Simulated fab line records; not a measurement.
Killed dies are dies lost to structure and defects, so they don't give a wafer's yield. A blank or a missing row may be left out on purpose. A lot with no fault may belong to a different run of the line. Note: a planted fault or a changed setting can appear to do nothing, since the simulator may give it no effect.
Struck lot and sound lot, side by side || flow sky130 || 15 out of 708 route steps
Sound: the wafers L105.1, L105.4, L105.6. Wafers L101.4, L101.5, L101.6 were the ones struck. At the end, the cause is stated.
For every step that has rows: the tool of each side, followed by ch and its chambers, followed by its first start. Under that, the readings that differ: sound wafers || struck wafers || difference of the means || sigmas: that difference in standard deviations of wafers without a fault.
alike: readings whose means differ by less than 2 such deviations, and words and numbers that are the same on both sides. not compared: withheld readings, readings that some wafer has no value for, bounds like >300 that may hide the same value, and numbers for which the record gives no deviation and whose values overlap.
The two part at a step that has a row with sigmas, a row that says differs or no value, or rows on one side only. Numbers that don't overlap but have no deviation are shown without sigmas and don't part them. A reading that every wafer of one side lacks parts them only if that side has two wafers or more.

SKY_PWDE_STRIP_09: strips in O2/N2.
  sound on plasmaAsher-02 ch 0,1, day 8 16:05; struck on plasmaAsher-03 ch 0,1, day 7 20:20
  alike: drypumpMotorCurrentA, oesProductAu, stripTimeToEndpointS
  not compared: rfHoursCounterH
SKY_PWDE_TW_MEAS_10:
  struck on filmMetro-02, day 7 20:26; sound on filmMetro-04, day 8 16:11
  alike: PWDE_TW
then, 7 steps without rows for these wafers: SKY_NWELL_DEHYDRATE_03 (time 60 s); SKY_NWELL_HMDS_04 (prime time 60 s); SKY_NWELL_COAT_05 (resist thk 3000 nm); SKY_NWELL_SOFTBAKE_06; SKY_NWELL_EXPOSE_07 (exposes mask NWM, target cd 840 nm); SKY_NWELL_PEB_08; SKY_NWELL_DEVELOP_09 (develop time 60 s).
SKY_NWELL_OVL_MEAS_10:
  struck on overlay-02, day 8 16:29; sound on overlay-02, day 9 13:46
  alike: NWELL_00_OVL
then, 2 steps without rows for these wafers: SKY_NWELL_IMPLANT_11; SKY_NWELL_IMPLANT_12.
SKY_NWELL_IMPLANT_13:
  sound on implanter-03 ch 0, day 9 14:06; struck on implanter-04 ch 0, day 8 16:53
{"reading": "doseIonsCm2", "sound": "7.007e+11 7.012e+11 7.003e+11", "struck": "6.079e+11 6.096e+11 6.085e+11", "difference": -9.207e+10, "sigmas": "-99 or more"}
{"reading": "faradayCurrentUA", "sound": "4.10 3.84 3.94", "struck": "3.37 3.46 3.45", "difference": -0.53, "sigmas": -7}
SKY_NWELL_STRIP_14: strips in O2/N2.
  sound on plasmaAsher-03 ch 1, day 9 14:15; struck on plasmaAsher-03 ch 0,1, day 8 16:59
  alike: drypumpMotorCurrentA, oesProductAu, stripTimeToEndpointS
  not compared: rfHoursCounterH
-- the record jumps here: 41 days lie between the struck wafers' starts before and after (it left off in module NWELL and takes up again in module PAD_OPEN, whose first step shown is number 708 of the route) --
SKY_PAD_OPEN_PROBE_99:
  struck on prober-02, day 49 21:59; sound on prober-01, day 50 10:19
{"reading": "killedAtOther", "sound": "1 2 0", "struck": "0 0 0", "difference": -1, "sigmas": -2}
{"reading": "model.etest.pfet_01v8_lvt.offLog10AUm", "sound": "-9.115 -9.149 -9.25", "struck": "-8.744 -8.709 -8.655", "difference": "+0.469", "sigmas": ""}
{"reading": "model.etest.pfet_16v.vtV (V)", "sound": "-1.12 -1.114 -1.113", "struck": "-1.089 -1.092 -1.085", "difference": "+0.027", "sigmas": ""}
{"reading": "model.etest.pfetG5v0d10v5.vtLongV (V)", "sound": "-0.9483 -0.9397 -0.9467", "struck": "-0.9163 -0.9218 -0.9132", "difference": "+0.0278", "sigmas": ""}
{"reading": "model.etest.pfet_01v8_lvt.vtSatV (V)", "sound": "-0.4704 -0.4778 -0.4734", "struck": "-0.4426 -0.443 -0.4325", "difference": "+0.0345", "sigmas": ""}
{"reading": "model.etest.pfet_01v8_lvt.vtV (V)", "sound": "-0.5598 -0.5599 -0.5598", "struck": "-0.5378 -0.5384 -0.5287", "difference": "+0.0249", "sigmas": ""}
  alike: killed_at_M0_to_M3, killed_at_M4_up, killedAtContacts, killedAtFrontEnd, killedDies, killedOpen, killedShort
  not compared: model.etest.pfetG5v0d10v5.offLog10AUm, model.etest.pfetG5v0d10v5.vtSatV, model.etest.pfetG5v0d10v5.vtV

== WHERE THEY PART ==
First at SKY_NWELL_IMPLANT_13; last, within this record, at SKY_PAD_OPEN_PROBE_99.

WHY: what had been put in by the simulator
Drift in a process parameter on implanter-04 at SKY_NWELL_IMPLANT_13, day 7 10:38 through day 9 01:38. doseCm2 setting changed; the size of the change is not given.
